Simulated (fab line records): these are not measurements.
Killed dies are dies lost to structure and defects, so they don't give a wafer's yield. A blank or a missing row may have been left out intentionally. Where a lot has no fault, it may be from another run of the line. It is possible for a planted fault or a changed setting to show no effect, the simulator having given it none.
Struck lot and sound lot, side by side	flow gf180mcu	31 out of 602 route steps
Sound: these wafers, L719.3, L719.4, L719.5. Wafers L725.4, L725.5, L725.6 were the ones struck. At the end, the cause is stated.
For every step that has rows: the tool of each side, followed by ch and its chambers, followed by its first start. Under that, the readings that differ: sound wafers	struck wafers	difference of the means	sigmas: that difference in standard deviations of wafers without a fault.
alike: readings whose means differ by less than 2 such deviations, and words and numbers that are the same on both sides. not compared: withheld readings, readings that some wafer has no value for, bounds like >300 that may hide the same value, and numbers for which the record gives no deviation and whose values overlap.
Wherever a step has rows on one side only, a row that says differs or no value, or a row with sigmas, the two part there. Non-overlapping numbers with no deviation appear without sigmas and do not part them. A reading that every wafer of one side lacks parts them only if that side has two wafers or more.

first, 7 steps without rows for these wafers: GF_HV_LDD_DEHYDRATE_24 (time 60 s); GF_HV_LDD_HMDS_25 (prime time 60 s); GF_HV_LDD_COAT_26 (resist thk 1000 nm); GF_HV_LDD_SOFTBAKE_27 (time 60 s); GF_HV_LDD_EXPOSE_28 (exposes mask Nplus HV AREA, target cd 400 nm); GF_HV_LDD_PEB_29; GF_HV_LDD_DEVELOP_30 (develop time 60 s).
GF_HV_LDD_CD_MEAS_31 targets a cd of 400 nm.
  sound on cd_sem-01 at day 12 05:56; struck on cd_sem-02 at day 14 12:44
reading	sound	struck	difference	sigmas
cd_nm (nm)	400.5 398.9 401.7	407.1 407.9 406.8	+6.9	+3
GF_HV_LDD_OVL_MEAS_32:
  sound on overlay-02 at day 12 06:02; struck on overlay-02 at day 14 12:49
  alike: HV_LDD_02_OVL
then, 3 steps without rows for these wafers: GF_HV_LDD_IMPLANT_33; GF_HV_LDD_IMPLANT_34; GF_HV_LDD_IMPLANT_35.
GF_HV_LDD_IMPLANT_36:
  sound on implanter-03 ch 0, day 12 06:34; struck on implanter-03, day 14 13:22
  no value came back on the struck wafers for beam_energy_keV, beam_on_s (s), end_station_pressure_torr (Torr); on the sound wafers beam_energy_keV reads 59.994 59.988 59.986
GF_HV_LDD_STRIP_37: strips in O2/N2.
  sound on plasma_asher-01 ch 0,1, day 12 06:41; struck on plasma_asher-02 ch 0,1, day 14 13:28
  alike: chamber_pressure_mTorr, drypump_motor_current_A, heater_power_w, n2_flow_sccm, oes_product_au, strip_time_to_endpoint_s
  not compared: rf_hours_counter_h
GF_HV_LDD_TW_MEAS_38:
  sound on film_metro-03 at day 12 06:47; struck on film_metro-01 at day 14 13:34
reading	sound	struck	difference	sigmas
HV_LDD_3_TW	1461 1457 1467	1306 1301 1299	-160	-13
then, 7 steps without rows for these wafers: GF_HV_LDD_DEHYDRATE_39 (time 60 s); GF_HV_LDD_HMDS_40 (prime time 60 s); GF_HV_LDD_COAT_41 (resist thk 1000 nm); GF_HV_LDD_SOFTBAKE_42 (time 60 s); GF_HV_LDD_EXPOSE_43 (exposes mask Pplus HV AREA, target cd 400 nm); GF_HV_LDD_PEB_44; GF_HV_LDD_DEVELOP_45 (develop time 60 s).
GF_HV_LDD_CD_MEAS_46 targets a cd of 400 nm.
  sound on cd_sem-02 at day 13 02:32; struck on cd_sem-02 at day 15 09:56
  alike: cd_nm
GF_HV_LDD_OVL_MEAS_47:
  sound on overlay-02 at day 13 02:38; struck on overlay-02 at day 15 10:01
reading	sound	struck	difference	sigmas
HV_LDD_03_OVL (nm)	1.8 3.1 1.9	-1.0 -0.8 -1.7	-3.4	-3
then, 1 step without rows for these wafers: GF_HV_LDD_IMPLANT_48.
GF_HV_LDD_STRIP_49: strips in O2/N2.
  sound on plasma_asher-04 ch 0,1, day 13 02:50; struck on plasma_asher-04 ch 0,1, day 15 10:13
reading	sound	struck	difference	sigmas
strip_time_to_endpoint_s (s)	12.60 12.60 12.54	12.66 12.65 12.66	+0.08	+2
  alike: chamber_pressure_mTorr, drypump_motor_current_A, heater_power_w, n2_flow_sccm, oes_product_au
  not compared: rf_hours_counter_h
GF_HV_LDD_TW_MEAS_50:
  sound on film_metro-03 at day 13 02:56; struck on film_metro-01 at day 15 10:19
  alike: HV_LDD_4_TW
then, 1 step without rows for these wafers: GF_HV_LDD_CLEAN_51 (cleans in SC1/SC2, time 150 s).
GF_HV_LDD_RTA_52: time 10.53 s.
  sound on rtp_anneal-01 ch 0, day 13 03:02; struck on rtp_anneal-02 ch 0, day 15 10:28
reading	sound	struck	difference	sigmas
lamp_power_pct (%)	33.2 33.1 33.3	30.9 30.9 30.9	-2.3	-2
  alike: anneal_temp_c_max, wafer_temp_C_max
GF_HV_LDD_RS_MEAS_53: uses a four-point probe to measure.
  sound on film_metro-04 at day 13 03:07; struck on film_metro-03 at day 15 10:34
reading	sound	struck	difference	sigmas
HV_LDD_RS (ohm/sq)	419.2 420.1 419.6	440.1 442.2 440.3	+21.2	+22
then, 1 step without rows for these wafers: GF_HV_LDD_CVD_54 (deposits SiO2 from TEOS, target thk 10 nm, time 75 s).

WHERE THEY PART
Earliest at GF_HV_LDD_CD_MEAS_31; latest, in this record, at GF_HV_LDD_RS_MEAS_53.

WHY: what had been put in by the simulator
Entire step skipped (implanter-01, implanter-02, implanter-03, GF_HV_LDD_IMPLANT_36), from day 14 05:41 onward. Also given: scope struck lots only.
